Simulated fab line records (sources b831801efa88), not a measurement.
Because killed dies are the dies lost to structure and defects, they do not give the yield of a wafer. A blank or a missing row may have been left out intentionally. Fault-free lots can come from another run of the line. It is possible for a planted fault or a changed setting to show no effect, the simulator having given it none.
Chamber matching	flow sky130	cmp-02 running SKY_VIA3_CMP_02: 4 sister chambers
The step polishes SiO2. 8 wafers are shown with their chamber, then 9 later ones without.

== EACH WAFER AND ITS CHAMBER ==
wafer	chamber	motorCurrentA (A)	slurryFlowMlMin
L290.6	2	13.2	150.1
L293.2	2	12.9	150.2
L303.1	1	13.6	150.5
L303.3	0	11.4	150.9
L303.4	3	11.9	149.6
L304.2	1	13.5	149.8
L304.4	0	11.7	150.2
L304.5	3	11.7	150.5

== WAFERS WITHOUT THEIR CHAMBER ==
wafer	motorCurrentA (A)	slurryFlowMlMin
L305.2	11.4	149.6
L305.5	11.7	150.1
L305.6	12.2	149.4
L306.4	13.6	149.7
L306.5	13.6	151.1
L306.6	11.1	150.1
L307.1	13.6	149.9
L307.2	12.3	149.9
L307.5	13.1	150.2

== THE CHAMBER EACH PASSED THROUGH ==
wafer	from the rows above	in truth
L305.2	can't be placed: 0 or 3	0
L305.5	can't be placed: 3 or 0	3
L305.6	can't be placed: 3 or 0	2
L306.4	1	1
L306.5	can't be placed: 1 or 2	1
L306.6	can't be placed: 0 or 3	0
L307.1	1	1
L307.2	can't be placed: 3 or 2 or 0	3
L307.5	2	2
Correct placement for 3 of the 9. Unplaceable from these rows: 6, with the true chamber sitting among the candidates in 5. 0 placed wrongly.
How it was worked out, from the rows above alone: a wafer's distance from a chamber is the root of the sum, over the readings, of the square of ((its reading less the chamber's mean) divided by the reading's scatter). If the next closest chamber is less than 2 further off than the closest, the wafer can't be placed; otherwise it belongs to the closest. A chamber's mean is the mean of its shown wafers. How the scatter is found: for the shown wafers, subtract from each reading the mean of its chamber, square and add these, divide the total by (wafers less chambers), then take the root.
